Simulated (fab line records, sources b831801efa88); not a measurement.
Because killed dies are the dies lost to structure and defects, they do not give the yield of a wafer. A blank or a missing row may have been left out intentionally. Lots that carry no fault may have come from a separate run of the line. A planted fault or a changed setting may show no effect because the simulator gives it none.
Which tool is to blame? || flow gf180mcu || at 1 step of a route of 602, 11 lots with 33 wafers sampled

WHAT THE GAUGES READ, wafer by wafer
GF_V4_CD_MEAS_14 targets a cd of 260 nm.
{"lot": "L870", "measured": "day 24 12:58", "on": "cd_sem-01", "cd_nm (nm)": "260.0 259.5 259.4"}
{"lot": "L871", "measured": "day 24 19:29", "on": "cd_sem-01", "cd_nm (nm)": "260.6 260.5 260.2"}
{"lot": "L872", "measured": "day 25 09:10", "on": "cd_sem-01", "cd_nm (nm)": "261.6 260.8 260.0"}
{"lot": "L876", "measured": "day 26 14:07", "on": "cd_sem-02", "cd_nm (nm)": "258.7 259.2 257.8"}
{"lot": "L877", "measured": "day 27 05:10", "on": "cd_sem-01", "cd_nm (nm)": "261.0 258.9 259.5"}
{"lot": "L880", "measured": "day 28 06:24", "on": "cd_sem-02", "cd_nm (nm)": "261.4 260.7 261.7"}
{"lot": "L887", "measured": "day 30 02:39", "on": "cd_sem-02", "cd_nm (nm)": "260.3 259.2 259.8"}
{"lot": "L889", "measured": "day 30 10:42", "on": "cd_sem-02", "cd_nm (nm)": "259.6 258.2 258.9"}
{"lot": "L890", "measured": "day 30 17:23", "on": "cd_sem-01", "cd_nm (nm)": "261.1 258.9 260.1"}
{"lot": "L891", "measured": "day 31 00:18", "on": "cd_sem-02", "cd_nm (nm)": "260.0 261.0 260.6"}
{"lot": "L892", "measured": "day 31 04:35", "on": "cd_sem-02", "cd_nm (nm)": "261.2 262.1 260.7"}

WHICH TOOL RAN EACH LOT (tool, then ch and the chambers of the sampled wafers, then the start)
Before these readings, the record contains no process step.

THE ANSWER, worked out from the rows above alone
Rule: what is usual is taken from the lots themselves. The widest of any qualifying gaps counts: lots, ordered by their means at a reading, are off when they make up no more than a third of the lots, leave a main group of 4 or more, and stand apart from it by 3 or more times the standard deviation of that group's means. The tables above print the reading to a certain number of digits; a main group whose means all agree to those digits is not used. A lot without any number at a reading at which 4 lots or more have one is off too. Any other lot the step has rows for is counted as sound.
No lot is off on any of the readings shown, so nothing can be concluded from this.

WHAT WAS PUT IN BY THE SIMULATOR
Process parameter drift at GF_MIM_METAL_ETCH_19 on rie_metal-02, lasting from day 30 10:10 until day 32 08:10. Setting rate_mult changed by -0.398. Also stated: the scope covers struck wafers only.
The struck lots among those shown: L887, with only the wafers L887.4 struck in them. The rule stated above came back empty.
